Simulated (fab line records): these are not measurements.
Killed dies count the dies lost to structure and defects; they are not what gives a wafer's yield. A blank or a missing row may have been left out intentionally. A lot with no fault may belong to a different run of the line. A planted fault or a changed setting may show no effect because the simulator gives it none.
fab line records    flow gf180mcu
record lots=12  wafers=36  last_day=34
route steps=602 shown NWELL@45 DUAL_GATE@154 NSD@243 SALICIDE@284
lots with no fault: from the same line, run without faults
start_h: start of the lot's first displayed wafer, in hours after the record's first day    wait_h: hours elapsed since this lot's preceding step    " same as the row above    L1.1+2: a single row standing in for several wafers    - no value, or no start given    * or withheld: withheld    < > ~ a bound
route shown NAME@n: names a module that has steps shown in the file, with the first one's number in the route    usual: mean and standard deviation over wafers with no fault    same: alike in all rows    chamber/n: place in a boat    sites: the reading at each site    _std_site: standard deviation across them    _edge_site: mean of outer sites minus mean of inner sites    radius_mm: for every site, how far away it sits from the centre of the wafer    mask NAME#n: copy n    behind: the tool/chamber that last shaped the wafer    hold: cause of the lot's hold/its duration in hours/its outcome    device: whichever transistor did not switch (one of n, p or np)    end of line: the same wafers' tests at the end of the route    a step with no rows: only its recipe    killed: the dies lost at the first sort to structure and to defects; this is not the yield of the wafer    map: a wafer's dies, marking killed ones x, the rest . and places with no die _
set.NAME: setting as actually run; set.NAME@STEP: the setting as run at that earlier step    model.NAME: the simulator's own value behind a step, which no gauge read
the route's steps for a sample of lots (tables are steps, rows are wafers)
services: the hour from which a tool's chamber was out of use, counted from the record's first day as start_h (under 0 if before that day), plus the number of hours and why
## steps
# step GF_NWELL_SOFTBAKE_03
# recipe temp_c=110  time_s=withheld
# usual heater_power_total_W=65.32/0.14  plate_temp_C=110.00/0.15
lot.wafer  tool            chamber  start_h  wait_h  heater_power_total_W  plate_temp_C
L680.1     litho_track-03  0        54.69    0.1     65.18                 109.99
L680.2     "               0        "        "       65.26                 109.77
L680.4     "               0        "        "       65.25                 109.78
L683.1     litho_track-02  0        70.38    0.1     65.51                 109.87
L683.4     "               0        "        "       65.34                 109.93
L683.5     "               0        "        "       65.24                 110.12
L684.1     litho_track-03  0        76.79    0.1     65.34                 110.11
L684.2     "               0        "        "       65.49                 110.17
L684.3     "               0        "        "       65.16                 109.93
L685.1     litho_track-04  0        80.60    0.1     65.36                 110.17
L685.4     "               0        "        "       65.44                 110.09
L685.6     "               0        "        "       65.14                 109.88
L692.3     litho_track-03  0        118.06   0.1     62.18                 106.30
L692.4     "               0        "        "       62.31                 106.31
L692.6     "               0        "        "       62.12                 106.24
L694.2     litho_track-03  0        132.57   0.1     62.43                 106.24
L694.4     "               0        "        "       62.33                 106.12
L694.6     "               0        "        "       62.21                 106.08
L695.1     litho_track-04  0        136.30   0.1     65.31                 109.72
L695.5     "               0        "        "       65.44                 109.67
L695.6     "               0        "        "       65.09                 109.78
L697.1     litho_track-02  0        146.83   0.1     65.16                 110.14
L697.5     "               0        "        "       65.40                 110.02
L697.6     "               0        "        "       65.28                 109.87
L698.1     litho_track-02  0        151.48   0.1     65.38                 109.99
L698.2     "               0        "        "       65.40                 110.03
L698.5     "               0        "        "       65.52                 109.92
L699.3     litho_track-02  0        158.60   0.1     65.24                 110.21
L699.4     "               0        "        "       65.43                 110.25
L699.5     "               0        "        "       65.27                 110.37
L701.3     litho_track-04  0        167.86   0.1     65.19                 110.13
L701.5     "               0        "        "       65.46                 110.10
L701.6     "               0        "        "       65.28                 110.01
L702.2     litho_track-04  0        173.63   0.1     65.56                 110.26
L702.5     "               0        "        "       65.47                 110.14
L702.6     "               0        "        "       65.21                 110.07
# step GF_NWELL_STRIP_10
# recipe chemistry=O2/N2  power_w=1400  pressure_mtorr=1500  platen_temp_c=250  o2_flow_sccm=3000  n2_flow_sccm=300  overash_fraction=0.5
# usual drypump_motor_current_A=5.92/0.29  heater_power_w=325/31  oes_product_au=0.722/0.0046  platen_temp_c=250.03/0.17  strip_time_to_endpoint_s=36.99/0.099
lot.wafer  tool             chamber  start_h  wait_h  drypump_motor_current_A  heater_power_w  oes_product_au  platen_temp_c  rf_hours_counter_h  strip_time_to_endpoint_s
L680.1     plasma_asher-02  0        61.97    0.1     6.21                     381             0.719           250.18         27                  37.02
L680.2     "                1        "        "       6.04                     309             0.722           250.41         27                  37.07
L680.4     "                1        "        "       6.06                     315             0.719           250.35         -                   36.95
L683.1     plasma_asher-03  1        77.09    0.1     6.16                     322             0.718           250.04         43                  37.17
L683.4     "                1        "        "       6.16                     319             0.719           250.11         -                   37.17
L683.5     "                1        "        "       6.16                     322             0.720           250.04         -                   37.07
L684.1     plasma_asher-02  1        83.73    0.1     6.00                     314             0.723           250.22         29                  36.99
L684.2     "                0        "        "       6.27                     364             0.726           249.88         29                  37.04
L684.3     "                0        "        "       6.22                     376             0.722           249.93         -                   37.02
L685.1     plasma_asher-04  0        87.39    0.1     5.35                     323             0.723           249.84         42                  36.82
L685.4     "                0        "        "       5.37                     327             0.729           249.97         -                   36.83
L685.6     "                0        "        "       5.34                     328             0.724           250.03         -                   36.91
L692.3     plasma_asher-04  1        126.62   0.1     5.78                     269             0.718           250.00         -                   37.21
L692.4     "                0        "        "       5.35                     319             0.728           250.00         -                   37.28
L692.6     "                1        "        "       5.80                     272             0.729           250.36         -                   37.34
L694.2     plasma_asher-04  0        140.92   0.1     5.38                     330             0.723           249.97         48                  37.51
L694.4     "                1        "        "       5.80                     274             0.720           250.08         -                   37.37
L694.6     "                0        "        "       5.34                     336             0.719           250.15         -                   37.37
L695.1     plasma_asher-03  0        144.52   0.1     6.00                     345             0.721           249.87         51                  36.87
L695.5     "                1        "        "       6.08                     326             0.722           249.84         -                   36.85
L695.6     "                0        "        "       5.96                     356             0.723           249.96         -                   36.89
L697.1     plasma_asher-02  1        155.02   0.1     6.03                     319             0.721           250.19         37                  37.03
L697.5     "                1        "        "       6.06                     314             0.725           250.00         -                   37.03
L697.6     "                0        "        "       6.22                     365             0.727           250.05         -                   37.02
L698.1     plasma_asher-03  1        159.78   0.1     6.14                     328             0.720           250.24         53                  36.90
L698.2     "                0        "        "       5.99                     341             0.717           250.20         53                  36.97
L698.5     "                0        "        "       5.98                     337             0.713           250.12         -                   36.95
L699.3     plasma_asher-02  1        167.12   0.1     6.04                     312             0.715           250.41         -                   37.00
L699.4     "                0        "        "       6.22                     361             0.721           250.09         -                   37.14
L699.5     "                1        "        "       6.09                     311             0.733           250.19         -                   36.96
L701.3     plasma_asher-04  1        176.41   0.1     5.83                     262             0.717           249.92         -                   36.92
L701.5     "                0        "        "       5.35                     323             0.730           250.19         -                   36.87
L701.6     "                1        "        "       5.82                     264             0.719           249.91         -                   36.94
L702.2     plasma_asher-03  1        182.73   0.1     6.12                     320             0.714           250.18         55                  36.86
L702.5     "                1        "        "       6.11                     317             0.717           249.88         -                   36.84
L702.6     "                0        "        "       6.00                     356             0.723           250.03         -                   36.82
# step GF_DUAL_GATE_STRIP_13
# recipe chemistry=O2/N2  power_w=1400  pressure_mtorr=1500  platen_temp_c=250  o2_flow_sccm=3000  n2_flow_sccm=300  overash_fraction=0.5
# usual drypump_motor_current_A=6.0/0.44  heater_power_w=319/33  oes_product_au=0.716/0.0047  platen_temp_c=250.02/0.18  strip_time_to_endpoint_s=12.64/0.032
lot.wafer  tool             chamber  start_h  wait_h  drypump_motor_current_A  heater_power_w  oes_product_au  platen_temp_c  rf_hours_counter_h  strip_time_to_endpoint_s
L680.1     plasma_asher-01  0        182.57   0.0     6.7                      307             0.711           250.21         6                   12.66
L680.2     "                1        "        "       6.6                      298             0.722           250.15         6                   12.64
L680.4     "                0        "        "       6.7                      304             0.717           250.12         -                   12.62
L683.1     plasma_asher-02  1        204.30   0.0     6.0                      317             0.715           250.17         41                  12.71
L683.4     "                1        "        "       6.0                      313             0.715           250.49         -                   12.66
L683.5     "                1        "        "       6.1                      311             0.722           250.01         -                   12.66
L684.1     plasma_asher-02  0        212.75   0.0     6.2                      370             0.716           250.14         43                  12.66
L684.2     "                1        "        "       6.0                      318             0.718           249.77         43                  12.60
L684.3     "                1        "        "       6.1                      319             0.725           249.93         -                   12.62
L685.1     plasma_asher-02  1        215.90   0.0     6.1                      313             0.716           250.12         43                  12.64
L685.4     "                1        "        "       6.1                      308             0.725           250.04         -                   12.66
L685.6     "                0        "        "       6.2                      377             0.725           250.08         -                   12.69
L692.3     plasma_asher-04  0        268.64   0.0     5.3                      320             0.721           249.81         -                   12.63
L692.4     "                1        "        "       5.8                      272             0.717           249.79         -                   12.62
L692.6     "                0        "        "       5.3                      320             0.717           249.98         -                   12.63
L694.2     plasma_asher-02  0        285.05   0.0     6.2                      382             0.717           249.90         50                  12.70
L694.4     "                1        "        "       6.1                      322             0.723           250.01         -                   12.69
L694.6     "                0        "        "       6.2                      370             0.722           249.92         -                   12.65
L695.1     plasma_asher-01  1        292.57   0.0     6.6                      302             0.712           249.93         17                  12.64
L695.5     "                0        "        "       6.7                      302             0.718           250.08         -                   12.71
L695.6     "                1        "        "       6.6                      307             0.716           249.97         -                   12.66
L697.1     plasma_asher-02  1        304.82   0.0     6.1                      321             0.719           250.16         52                  12.61
L697.5     "                0        "        "       6.2                      375             0.713           250.23         -                   12.64
L697.6     "                1        "        "       6.1                      312             0.717           250.16         -                   12.66
L698.1     plasma_asher-01  0        311.77   0.0     6.7                      302             0.717           249.96         19                  12.64
L698.2     "                1        "        "       6.5                      307             0.716           249.93         19                  12.66
L698.5     "                1        "        "       6.6                      304             0.716           249.77         -                   12.69
L699.3     plasma_asher-02  1        319.05   0.0     6.0                      319             0.717           249.77         -                   12.63
L699.4     "                0        "        "       6.2                      376             0.717           249.64         -                   12.63
L699.5     "                0        "        "       6.2                      373             0.717           250.01         -                   12.62
L701.3     plasma_asher-04  0        331.29   0.0     5.3                      327             0.719           249.98         -                   12.67
L701.5     "                1        "        "       5.8                      277             0.707           250.08         -                   12.62
L701.6     "                0        "        "       5.3                      323             0.717           250.03         -                   12.66
L702.2     plasma_asher-01  1        340.33   0.0     6.6                      303             0.714           250.01         22                  12.67
L702.5     "                0        "        "       6.7                      312             0.719           249.92         -                   12.65
L702.6     "                1        "        "       6.6                      298             0.713           249.80         -                   12.70
# step GF_NSD_OVL_MEAS_08
# usual NSD_OVL=0.0/1.3
lot.wafer  tool        chamber  start_h  wait_h  NSD_OVL[nm]
L680.1     overlay-01  -        304.96   0.1     -1.4
L680.2     "           -        "        "       -1.1
L680.4     "           -        "        "       -0.7
L683.1     overlay-02  -        331.60   0.1     1.3
L683.4     "           -        "        "       2.2
L683.5     "           -        "        "       2.0
L684.1     overlay-02  -        339.81   0.1     0.6
L684.2     "           -        "        "       1.3
L684.3     "           -        "        "       1.1
L685.1     overlay-01  -        345.12   0.1     -2.2
L685.4     "           -        "        "       -1.1
L685.6     "           -        "        "       -0.3
L692.3     overlay-01  -        409.26   0.1     -2.4
L692.4     "           -        "        "       1.5
L692.6     "           -        "        "       0.5
L694.2     overlay-02  -        427.25   0.1     -0.5
L694.4     "           -        "        "       0.3
L694.6     "           -        "        "       -0.7
L695.1     overlay-01  -        437.41   0.1     -1.4
L695.5     "           -        "        "       -1.8
L695.6     "           -        "        "       -0.5
L697.1     overlay-01  -        449.28   0.1     0.3
L697.5     "           -        "        "       0.1
L697.6     "           -        "        "       -0.3
L698.1     overlay-01  -        461.01   0.1     0.0
L698.2     "           -        "        "       -0.8
L698.5     "           -        "        "       1.1
L699.3     overlay-01  -        465.96   0.1     0.0
L699.4     "           -        "        "       -0.8
L699.5     "           -        "        "       -0.4
L701.3     overlay-02  -        482.31   0.1     -0.9
L701.5     "           -        "        "       -0.4
L701.6     "           -        "        "       -0.7
L702.2     overlay-01  -        491.35   0.1     1.4
L702.5     "           -        "        "       0.4
L702.6     "           -        "        "       0.7
# step GF_SALICIDE_RTA_06
# recipe temp_c=530  time_s=30  ambient=N2
# usual lamp_power_pct=6.8/1.5  wafer_temp_C_max=532.0/0.39
lot.wafer  tool           chamber  start_h  wait_h  lamp_power_pct  wafer_temp_C_max
L680.1     rtp_anneal-01  0        348.78   0.1     5.0             531.7
L680.2     "              0        "        "       5.0             532.0
L680.4     "              0        "        "       5.0             531.8
L683.1     rtp_anneal-01  0        378.04   0.1     5.0             531.3
L683.4     "              0        "        "       5.0             531.9
L683.5     "              0        "        "       5.0             532.2
L684.1     rtp_anneal-01  0        386.46   0.1     5.0             532.3
L684.2     "              0        "        "       5.0             531.7
L684.3     "              0        "        "       5.0             532.8
L685.1     rtp_anneal-02  0        391.49   0.1     8.1             531.9
L685.4     "              0        "        "       8.1             531.8
L685.6     "              0        "        "       8.1             532.3
L692.3     rtp_anneal-02  0        459.80   0.1     8.1             531.9
L692.4     "              0        "        "       8.1             532.2
L692.6     "              0        "        "       8.1             532.7
L694.2     rtp_anneal-02  0        478.22   0.1     8.1             531.7
L694.4     "              0        "        "       8.1             532.0
L694.6     "              0        "        "       8.1             531.8
L695.1     rtp_anneal-02  0        488.40   0.1     8.1             532.1
L695.5     "              0        "        "       8.1             532.2
L695.6     "              0        "        "       8.1             531.9
L697.1     rtp_anneal-02  0        499.42   0.1     8.2             532.0
L697.5     "              0        "        "       8.1             532.5
L697.6     "              0        "        "       8.1             531.6
L698.1     rtp_anneal-02  0        510.89   0.1     8.1             532.3
L698.2     "              0        "        "       8.1             532.6
L698.5     "              0        "        "       8.1             532.3
L699.3     rtp_anneal-02  0        515.71   0.1     8.1             532.1
L699.4     "              0        "        "       8.1             532.7
L699.5     "              0        "        "       8.1             531.8
L701.3     rtp_anneal-01  0        530.90   0.1     5.0             532.1
L701.5     "              0        "        "       5.0             531.7
L701.6     "              0        "        "       5.0             532.2
L702.2     rtp_anneal-01  0        539.56   0.1     5.0             531.8
L702.5     "              0        "        "       5.0             532.2
L702.6     "              0        "        "       5.0             532.5
## services
tool             chamber  start_h  hours  kind
plasma_asher-01  -        108.75   9.0    pm
plasma_asher-01  0        108.75   9.0    vent_cycle
plasma_asher-01  1        108.75   9.0    vent_cycle
plasma_asher-01  0        117.75   -      clean
plasma_asher-01  1        117.75   -      clean
plasma_asher-02  -        120.37   2.3    repair
plasma_asher-04  -        127.57   2.1    repair
plasma_asher-01  -        129.52   0.8    repair
plasma_asher-04  -        168.42   3.3    repair
plasma_asher-01  -        205.24   8.2    repair
rtp_anneal-01    -        215.47   4.4    pm
plasma_asher-03  -        303.30   2.8    pm
plasma_asher-04  -        334.60   2.8    pm
plasma_asher-02  -        374.21   2.8    pm
plasma_asher-04  -        421.25   9.0    pm
plasma_asher-04  0        421.25   9.0    vent_cycle
plasma_asher-04  1        421.25   9.0    vent_cycle
plasma_asher-04  0        430.25   -      clean
plasma_asher-04  1        430.25   -      clean
plasma_asher-02  -        474.84   3.1    repair
plasma_asher-02  -        479.62   2.4    repair
plasma_asher-03  -        501.55   1.1    repair
plasma_asher-02  -        522.54   0.7    repair
## key
first_sign step=GF_NWELL_SOFTBAKE_03  reading=plate_temp_C  direction=down  sigmas=26  usual=*  struck=*
effect step=GF_NWELL_SOFTBAKE_03  reading=heater_power_total_W  direction=down  sigmas=22  usual=65.32  struck=62.26
effect step=GF_NWELL_STRIP_10  reading=strip_time_to_endpoint_s  direction=up  sigmas=3.6  usual=*  struck=*
met_at GF_NWELL_SOFTBAKE_03
struck_lots L692,L694
tester_left_out L692,L694
not_acting_at GF_DUAL_GATE_STRIP_13,GF_NSD_OVL_MEAS_08,GF_SALICIDE_RTA_06
onset_between 76.79 118.06
fault kind=process_parameter_drift  tool=litho_track-03  chamber=-  onset_h=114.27  steps=GF_NWELL_SOFTBAKE_03  channel=temp_c  offset=*  shape=step  end_h=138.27  acts_in=*  stated=*
# tester_left_out: of these lots the tester's yield and bins aren't shown, on N5 and GAA mostly nor the transistor test; their killed dies are dies lost to structure and defects alone, not to doping, threshold or leakage, so they don't give the yield
